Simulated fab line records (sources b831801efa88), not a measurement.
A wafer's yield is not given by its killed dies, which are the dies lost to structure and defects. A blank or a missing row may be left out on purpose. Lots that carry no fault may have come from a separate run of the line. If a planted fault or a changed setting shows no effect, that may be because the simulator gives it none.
Comparing a struck lot with a sound one	flow sky130	15 out of 708 route steps
Sound: wafers L226.1, L226.2, L226.5. Wafers struck: L237.2, L237.4, L237.5. At the end, the cause is stated.
Each step with rows lists, per side, the tool, then ch with its chambers, then its first start. Under that, the readings that differ: sound wafers	struck wafers	difference of the means	sigmas: that difference in standard deviations of wafers without a fault.
alike: readings whose means differ by less than 2 such deviations, and words and numbers that are the same on both sides. not compared: withheld readings, readings that some wafer has no value for, bounds like >300 that may hide the same value, and numbers for which the record gives no deviation and whose values overlap.
A row with sigmas, a row that says differs or no value, or rows on one side alone: a step with any of these is where the two part. When numbers do not overlap yet have no deviation, they are printed without sigmas and do not part them. Lack of a reading on every wafer of one side parts them only where that side has two or more wafers.

first, 6 steps without rows for these wafers: SKY_GATE_OXIDE_HMDS_04 (prime time 60 s); SKY_GATE_OXIDE_COAT_05 (resist thk 1117 nm); SKY_GATE_OXIDE_SOFTBAKE_06 (time 60 s); SKY_GATE_OXIDE_EXPOSE_07 (exposes mask LVOM, target cd 600 nm); SKY_GATE_OXIDE_PEB_08; SKY_GATE_OXIDE_DEVELOP_09 (develop time 60 s).
SKY_GATE_OXIDE_OVL_MEAS_10:
  sound: overlay-01 at day 16 10:29; struck: overlay-01 at day 19 00:21
  alike: GATE_OXIDE_OVL
then, 2 steps without rows for these wafers: SKY_GATE_OXIDE_IMPLANT_11; SKY_GATE_OXIDE_WET_ETCH_12 (etches SiO2 in dHF, target depth 16.8 nm, time 336 s).
SKY_GATE_OXIDE_STRIP_13: strips in O2/N2.
  sound on plasma_asher-02 ch 0,1, day 16 10:46; struck on plasma_asher-03 ch 1, day 19 00:38
  alike: chamber_pressure_mTorr, drypump_motor_current_A, oes_product_au, strip_time_to_endpoint_s
  not compared: rf_hours_counter_h
SKY_GATE_OXIDE_TW_MEAS_14:
  sound: film_metro-03 at day 16 10:52; struck: film_metro-03 at day 19 00:45
  alike: GATE_OXIDE_TW
then, 1 step without rows for these wafers: SKY_GATE_OXIDE_CLEAN_15 (cleans in SC1/SC2, time 150 s).
SKY_GATE_OXIDE_OXIDATION_16: stabilise 600 s, purge 300 s, target thk 3.57 nm.
  sound on furnace-02 ch 0, day 16 13:56; struck on furnace-02 ch 0, day 19 01:08
reading	sound	struck	difference	sigmas
model.SiO2_of_GATE_OXIDE_OXIDATION_01.thk_nm (nm)	11.63 11.68 11.68	12.14 12.21 12.05	+0.47	
  alike: ramp_down_c_per_min, spike_tc_lower_C
then, 1 step without rows for these wafers: SKY_POLY_GATE_CVD_00 (deposits poly-Si, target thk 180 nm, time 720 s).
-- a jump in the record: the struck wafers' starts before and after are 30 days apart (it breaks off in module POLY_GATE and resumes in module PAD_OPEN, where the first step shown is number 708 of the route) --
SKY_PAD_OPEN_PROBE_99:
  sound: prober-02 at day 47 17:04; struck: prober-02 at day 49 09:01
reading	sound	struck	difference	sigmas
model.etest.pfet_01v8.r_on_ohm_um	2886 2893 2850	3019 3053 2988	+144	
model.etest.nfet_01v8.r_on_ohm_um	837.2 839.8 838.3	898.3 920.3 898.1	+67.1	
model.etest.nfet_01v8_lvt.drive_ua_um	578.2 572.9 573.5	510.4 508.9 513.2	-64.0	
model.etest.nfet_01v8_swapped.drive_ua_um	504.9 505 503.1	439.6 441.5 449.1	-60.9	
model.etest.nfet_01v8.drive_ua_um	501.7 507 502.9	446.3 440.9 445.1	-59.8	
model.etest.nfet_01v8_turned.drive_ua_um	509.7 501.9 503	446.1 437.8 447.2	-61.2	
model.etest.sram_nfet_pass.drive_ua_um	492.2 485 487.7	420.4 428.4 435	-60.4	
model.etest.nfet_g5v0d10v5.drive_ua_um	606.7 604.3 608.9	577.2 578.6 581.3	-27.6	
  alike: killed_at_M0_to_M3, killed_at_M4_up, killed_at_contacts, killed_at_front_end, killed_at_other, killed_dies, killed_open, killed_short

## WHERE THEY PART
Nowhere in this record.

WHY: the cause the simulator had injected
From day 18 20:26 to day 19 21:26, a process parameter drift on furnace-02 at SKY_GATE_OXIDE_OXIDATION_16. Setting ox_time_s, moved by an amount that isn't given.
